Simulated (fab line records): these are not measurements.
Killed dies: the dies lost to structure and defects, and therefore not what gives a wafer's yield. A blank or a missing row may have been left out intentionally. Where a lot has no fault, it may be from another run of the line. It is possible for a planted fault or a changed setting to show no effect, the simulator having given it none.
Split-lot trial | flow sfq line | 5 lots, 23 wafers read, on a route of 325 steps

== THE SPLIT ITSELF ==
At SFQ_TRILAYER_R5_DEP_SPUTTER_133 (material MoNx, target thk 40 nm, time 66.7 s), the setting time s was moved away from the recipe's 66.7 s on 10 of the 23 wafers read, by -5.1% to +11.4%. All remaining wafers had this setting at the recipe value.

== FROM THE SPLIT TO THE READING: what the file shows between them, 2 steps ==
- SFQ_TRILAYER_R5_DEP_SPUTTER_134: material Ti, target thk 5 nm, time 5 s
- SFQ_R5_RS_MEAS_933: measures by four-point-probe

== THE READING ==
R5_MONX_THK, in nm, at SFQ_R5_THK_MEAS_934 (measures by xrf). Typical for fault-free wafers on this fab line: 39.5 nm, with standard deviation 0.42 nm.

wafer  | tool, chamber at the split | time s as run, s | against the recipe | R5_MONX_THK, nm | against lot-mates on the recipe
L078.1 | pvd sputter-03, -          | 69.34            | +4.0%              | 40.5            | +1.1
L078.2 | pvd sputter-03, -          | 69.34            | +4.0%              | 41.2            | +1.8
L078.3 | pvd sputter-03, -          | 66.7             | recipe             | 39.5            | -
L078.5 | pvd sputter-03, -          | 66.7             | recipe             | 39.5            | -
L078.6 | pvd sputter-03, -          | 66.7             | recipe             | 39.3            | -
L080.3 | pvd sputter-06, -          | 66.7             | recipe             | 39.4            | -
L080.4 | pvd sputter-06, -          | 66.7             | recipe             | 39.5            | -
L080.5 | pvd sputter-06, -          | 66.7             | recipe             | 39.5            | -
L082.1 | pvd sputter-06, -          | 66.7             | recipe             | 39.1            | -
L082.2 | pvd sputter-06, -          | 66.7             | recipe             | 39.8            | -
L082.3 | pvd sputter-06, -          | 63.68            | -4.5%              | 37.8            | -1.7
L082.5 | pvd sputter-06, -          | 63.68            | -4.5%              | 37.9            | -1.6
L082.6 | pvd sputter-06, -          | 63.68            | -4.5%              | 37.8            | -1.7
L083.1 | pvd sputter-05, -          | 63.3             | -5.1%              | 36.9            | -2.4
L083.3 | pvd sputter-05, -          | 63.3             | -5.1%              | 37.7            | -1.6
L083.4 | pvd sputter-05, -          | 66.7             | recipe             | 39.2            | -
L083.5 | pvd sputter-05, -          | 63.3             | -5.1%              | 37.5            | -1.8
L083.6 | pvd sputter-05, -          | 66.7             | recipe             | 39.4            | -
L084.1 | pvd sputter-03, -          | 66.7             | recipe             | 39.5            | -
L084.2 | pvd sputter-03, -          | 66.7             | recipe             | 39.0            | -
L084.3 | pvd sputter-03, -          | 74.32            | +11.4%             | 44.0            | +4.7
L084.4 | pvd sputter-03, -          | 66.7             | recipe             | 39.5            | -
L084.6 | pvd sputter-03, -          | 74.32            | +11.4%             | 44.1            | +4.8

THE FIT
A straight line over all 23 wafers: R5_MONX_THK changes by +0.394 nm for each +1% of time s; r = +0.99; the points scatter about the line by 0.25 nm.
The same after taking each lot's own level away (the mean of its wafers on the recipe; 23 wafers): +0.395 nm for each +1%; r = +0.99; scatter 0.25 nm.
Per that fit: largest time s move, reading shift of 4.5 nm.
From 39.30 to 39.47 nm: that is the span of the lots' own levels, equal to 0.4 times the standard deviation above.
Consequently the slope shifts little with the lot-to-lot level, the two slopes agreeing.
Check: for one of the wafers moved furthest among these (+11.4%), held out of the fit, the line's prediction against its lot-mates is +4.48 nm. It came out at +4.67 nm against them.

== THESE WAFERS: OTHER SPLITS ==
Note: prior to the reading, these wafers also went through further splits. Each is held against what the fit with the lots' levels taken away leaves over:
other split on the same wafers                   | wafers away from the commonest value | r with R5_MONX_THK (lot level and that fit taken away)
SFQ_TRILAYER_I4_DEP_PECVD_099 time s             | 5                                    | -0.02
SFQ_TRILAYER_JJ_TRILAYER_DEP_SPUTTER_112 power w | 8                                    | -0.02
SFQ_TRILAYER_JJ_CE_LITHO_PEB_117 peb time s      | 7                                    | +0.16
SFQ_TRILAYER_JJ_CE_BARC_OPEN_RIE_150 bias w      | 10                                   | -0.01
SFQ_TRILAYER_M5_LITHO_COAT_123 spin rpm          | 8                                    | -0.21
SFQ_TRILAYER_M5_BARC_OPEN_METAL_ETCH_161 bias w  | 8                                    | -0.21

== THE WHOLE CHAIN: every reading that the file lists as answering this split, in the file's order ==
step                            | what it does                                 | reading                                                                                     | change (the file's fit)               | r (the file's)
SFQ_TRILAYER_R5_DEP_SPUTTER_133 | material MoNx, target thk 40 nm, time 66.7 s | MoNx_of_TRILAYER_R5_DEP_SPUTTER_133.thk nm (the simulator's own value, which no gauge read) | +0.405 nm for each +1% of the setting | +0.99
SFQ_R5_RS_MEAS_933              | measures by four-point-probe                 | R5_MONX_RS                                                                                  | -0.0626 for each +1% of the setting   | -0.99
SFQ_R5_THK_MEAS_934             | measures by xrf                              | R5_MONX_THK                                                                                 | +0.399 for each +1% of the setting    | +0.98

== FILE'S OWN FIT ==
R5_MONX_THK changes by +0.399 nm for each +1% of time s, r = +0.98.
